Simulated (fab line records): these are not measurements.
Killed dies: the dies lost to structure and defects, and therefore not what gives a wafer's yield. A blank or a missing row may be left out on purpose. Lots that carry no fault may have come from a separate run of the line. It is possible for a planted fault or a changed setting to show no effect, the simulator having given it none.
Chamber matching :: flow gf180mcu :: cmp-02 running GF_V2_CMP_26: 4 sister chambers
The step polishes, stops on SiO2, t overpolish 15 s, target thk 0 nm. 8 wafers are shown with their chamber, then 10 later ones without.

== EACH WAFER AND ITS CHAMBER ==
wafer: L329.1
chamber: 1
motor_current_A (A): 10.3
time_to_endpoint_s (s): 86

wafer: L329.3
chamber: 0
motor_current_A (A): 10.2
time_to_endpoint_s (s): 84

wafer: L330.1
chamber: 2
motor_current_A (A): 12.4
time_to_endpoint_s (s): 90

wafer: L332.3
chamber: 0
motor_current_A (A): 9.9
time_to_endpoint_s (s): 80

wafer: L332.4
chamber: 3
motor_current_A (A): 10.6
time_to_endpoint_s (s): 86

wafer: L332.5
chamber: 2
motor_current_A (A): 12.6
time_to_endpoint_s (s): 85

wafer: L339.1
chamber: 3
motor_current_A (A): 10.0
time_to_endpoint_s (s): 95

wafer: L339.2
chamber: 1
motor_current_A (A): 11.0
time_to_endpoint_s (s): 89

== WAFERS WHOSE CHAMBER IS MISSING ==
wafer: L339.5
motor_current_A (A): 9.9
time_to_endpoint_s (s): 89

wafer: L344.3
motor_current_A (A): 12.2
time_to_endpoint_s (s): 91

wafer: L344.5
motor_current_A (A): 10.2
time_to_endpoint_s (s): 88

wafer: L344.6
motor_current_A (A): 12.0
time_to_endpoint_s (s): 92

wafer: L345.3
motor_current_A (A): 12.6
time_to_endpoint_s (s): 92

wafer: L345.5
motor_current_A (A): 12.6
time_to_endpoint_s (s): 97

wafer: L345.6
motor_current_A (A): 10.8
time_to_endpoint_s (s): 87

wafer: L348.2
motor_current_A (A): 12.4
time_to_endpoint_s (s): 88

wafer: L348.3
motor_current_A (A): 10.3
time_to_endpoint_s (s): 90

wafer: L348.6
motor_current_A (A): 10.2
time_to_endpoint_s (s): 88

== CHAMBER TAKEN BY EACH ==
wafer: L339.5
from the rows above: can't be placed: 3 or 0 or 1
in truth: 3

wafer: L344.3
from the rows above: 2
in truth: 2

wafer: L344.5
from the rows above: can't be placed: 3 or 1 or 0
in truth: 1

wafer: L344.6
from the rows above: 2
in truth: 2

wafer: L345.3
from the rows above: 2
in truth: 2

wafer: L345.5
from the rows above: 2
in truth: 2

wafer: L345.6
from the rows above: can't be placed: 1 or 3
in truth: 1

wafer: L348.2
from the rows above: 2
in truth: 2

wafer: L348.3
from the rows above: can't be placed: 3 or 1 or 0
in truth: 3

wafer: L348.6
from the rows above: can't be placed: 3 or 1 or 0
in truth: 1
Correctly placed: 5 of 10. Unplaceable from these rows: 5, with the true chamber sitting among the candidates in 5. Wrongly placed: 0.
How it was worked out, from the rows above alone: a wafer's distance from a chamber is the root of the sum, over the readings, of the square of ((its reading less the chamber's mean) divided by the reading's scatter). If the next closest chamber is less than 2 further off than the closest, the wafer can't be placed; otherwise it belongs to the closest. The mean given for a chamber averages the wafers shown for that chamber. The scatter: take each reading less its chamber's mean, square it, sum over the shown wafers, divide by the number of wafers less the number of chambers, and take the root.
